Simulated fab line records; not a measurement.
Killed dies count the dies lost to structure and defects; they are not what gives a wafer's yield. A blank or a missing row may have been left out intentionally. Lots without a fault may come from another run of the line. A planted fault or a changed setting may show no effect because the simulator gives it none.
Which of the tools did it? || flow gf180mcu || 6 lots (18 wafers sampled), 1 step of a 602-step route

== WHAT THE GAUGES SHOWED, per wafer ==
GF_POLY_GATE_CD_MEAS_18.
{"lot": "L152", "measured": "day 10 11:25", "on": "cd-sem-02", "cd-nm (nm)": "278.4 278.1 277.6"}
{"lot": "L156", "measured": "day 11 09:29", "on": "cd-sem-01", "cd-nm (nm)": "280.4 282.3 282.7"}
{"lot": "L158", "measured": "day 11 21:05", "on": "cd-sem-02", "cd-nm (nm)": "276.8 278.9 278.9"}
{"lot": "L160", "measured": "day 12 07:28", "on": "cd-sem-02", "cd-nm (nm)": "280.7 279.5 279.4"}
{"lot": "L163", "measured": "day 13 03:28", "on": "cd-sem-02", "cd-nm (nm)": "281.7 282.9 278.9"}
{"lot": "L172", "measured": "day 15 16:21", "on": "cd-sem-01", "cd-nm (nm)": "279.7 278.5 281.2"}

== WHICH TOOL RAN EACH LOT (tool, then ch and the chambers of the sampled wafers, then the start) ==
The record shows no process step preceding these readings.

== THE ANSWER, worked out from the rows above alone ==
Rule: what is usual is taken from the lots themselves. The widest of any qualifying gaps counts: lots, ordered by their means at a reading, are off when they make up no more than a third of the lots, leave a main group of 4 or more, and stand apart from it by 3 or more times the standard deviation of that group's means. A main group is skipped when, at the precision printed for the reading in the tables above, its means are all equal. Also off: a lot with no number at a reading for which 4 or more lots have one. Any other lot the step has rows for is counted as sound.
No lot is off at any reading shown: from this, nothing can be told.

== WHAT WAS PUT IN BY THE SIMULATOR ==
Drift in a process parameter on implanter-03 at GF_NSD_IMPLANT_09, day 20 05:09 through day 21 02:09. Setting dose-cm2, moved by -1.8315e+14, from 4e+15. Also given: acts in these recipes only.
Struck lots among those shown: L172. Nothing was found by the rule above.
